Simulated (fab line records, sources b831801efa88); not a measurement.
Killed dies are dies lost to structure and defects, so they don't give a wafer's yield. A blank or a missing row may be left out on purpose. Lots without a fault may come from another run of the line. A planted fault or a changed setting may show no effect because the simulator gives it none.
A struck lot beside a sound one | flow sfq_line | 21 steps out of a route of 325
Sound: wafers L214.1, L214.2, L214.3. Struck: wafers L224.1, L224.4, L224.6. The cause comes at the end.
At each step with rows: each side's tool, then ch and its chambers, then its first start. Under that, the readings that differ: sound wafers | struck wafers | difference of the means | sigmas: that difference in standard deviations of wafers without a fault.
alike: readings whose means differ by less than 2 such deviations, and words and numbers that are the same on both sides. not compared: withheld readings, readings that some wafer has no value for, bounds like >300 that may hide the same value, and numbers for which the record gives no deviation and whose values overlap.
The two part at a step that has a row with sigmas, a row that says differs or no value, or rows on one side only. Numbers that don't overlap but have no deviation are shown without sigmas and don't part them. A reading that every wafer of one side lacks parts them only if that side has two wafers or more.

first, 2 steps without rows for these wafers: SFQ_TRILAYER_M3_LITHO_PEB_078 (peb time 60 s); SFQ_TRILAYER_M3_LITHO_DEVELOP_077 (time 60 s).
SFQ_M3_OVL_MEAS_921:
  sound on overlay-01, day 30 11:46; struck on overlay-01, day 33 11:40
  alike: M3_OVL
then, 2 steps without rows for these wafers: SFQ_TRILAYER_M3_BARC_OPEN_METAL_ETCH_100 (etches BARC in O2, target depth 125 nm, time 41.7 s); SFQ_TRILAYER_M3_ETCH_METAL_ETCH_078 (etches Nb in Cl2/Ar, stops on SiO2, target depth 240 nm, time 120 s).
SFQ_TRILAYER_M3_STRIP_STRIP_079: strips in O2.
  sound on rie_metal-03 ch 0,1, day 30 11:59; struck on rie_metal-01 ch 0, day 33 11:53
  alike: drypump_motor_current_A, oes_product_au
  not compared: rf_hours_counter_h
then, 1 step without rows for these wafers: SFQ_TRILAYER_M3_STRIP_SOLV_CLEAN_080 (cleans in NMP, time 600 s).
SFQ_TRILAYER_I3_DEP_PECVD_081: deposits SiO2 from SiH4/N2O, time 111.11 s, target thk 500 nm.
  sound on pecvd-03 ch 0,1,2, day 30 12:46; struck on pecvd-03 ch 0,2, day 33 12:40
  alike: heater_power_w, throttle_valve_pct
then, 1 step without rows for these wafers: SFQ_TRILAYER_I3_CMP_CMP_082 (polishes SiO2).
-- the record jumps here: 2 days lie between the struck wafers' starts before and after --
SFQ_I3_BOW_MEAS_922:
  sound on film_metro-02, day 32 14:34; struck on film_metro-02, day 36 00:31
  alike: I3_BOW
SFQ_TRILAYER_I3_METRO_MEASURE_083:
  sound on film_metro-02, day 32 14:41; struck on film_metro-02, day 36 00:38
  alike: thk_nm
then, 1 step without rows for these wafers: SFQ_TRILAYER_I3_VIA_LITHO_COAT_090 (resist thk 62 nm).
SFQ_TRILAYER_I3_VIA_LITHO_COAT_085: resist thk 650 nm.
  sound on litho_track-02 ch 0, day 32 16:11; struck on litho_track-02 ch 0, day 36 02:08
  reading                                                 | sound             | struck            | difference | sigmas
  model.KrF_of_TRILAYER_I3_VIA_LITHO_COAT_085.thk_nm (nm) | 648.8 646.8 649.4 | 688.5 686.8 686.8 | +39.0      |
then, 4 steps without rows for these wafers: SFQ_TRILAYER_I3_VIA_LITHO_SOFTBAKE_089; SFQ_TRILAYER_I3_VIA_LITHO_EXPOSE_086 (exposes mask I3, target cd 500 nm); SFQ_TRILAYER_I3_VIA_LITHO_PEB_088 (peb time 60 s); SFQ_TRILAYER_I3_VIA_LITHO_DEVELOP_087 (time 60 s).
-- the record jumps here: 3 days lie between the struck wafers' starts before and after --
SFQ_I3_OVL_MEAS_923:
  sound on overlay-01, day 35 19:37; struck on overlay-01, day 39 02:49
  alike: I3_OVL
SFQ_TRILAYER_I3_VIA_BARC_OPEN_VIA_ETCH_121: etches BARC in O2, target depth 125 nm, time 41.7 s.
  sound on rie_diel-04 ch 0,1,2, day 35 19:40; struck on rie_diel-04 ch 1,2, day 39 02:52
  alike: drypump_motor_current_A, oes_product_au
  not compared: rf_hours_counter_h
SFQ_TRILAYER_I3_VIA_ETCH_VIA_ETCH_088: etches SiO2 in CHF3, stops on Nb, target depth 260 nm.
  sound on rie_diel-04 ch 0,1,2, day 35 19:42; struck on rie_diel-04 ch 1,2, day 39 02:54
  reading                                                 | sound           | struck            | difference | sigmas
  model.KrF_of_TRILAYER_I3_VIA_LITHO_COAT_085.thk_nm (nm) | 526.7 525.6 529 | 567.2 564.4 564.1 | +38.1      |
  alike: drypump_motor_current_A, oes_product_au
SFQ_TRILAYER_I3_VIA_STRIP_STRIP_089: strips in O2.
  sound on rie_metal-02 ch 0,1, day 35 19:49; struck on rie_metal-01 ch 0,1, day 39 03:01
  reading                     | sound       | struck      | difference | sigmas
  drypump_motor_current_A (A) | 6.0 5.7 5.9 | 5.2 5.2 5.1 | -0.7       | -2
  alike: oes_product_au
  not compared: rf_hours_counter_h

WHERE THEY PART
Only at SFQ_TRILAYER_I3_VIA_STRIP_STRIP_089, within this record.

WHY: what the simulator had put in
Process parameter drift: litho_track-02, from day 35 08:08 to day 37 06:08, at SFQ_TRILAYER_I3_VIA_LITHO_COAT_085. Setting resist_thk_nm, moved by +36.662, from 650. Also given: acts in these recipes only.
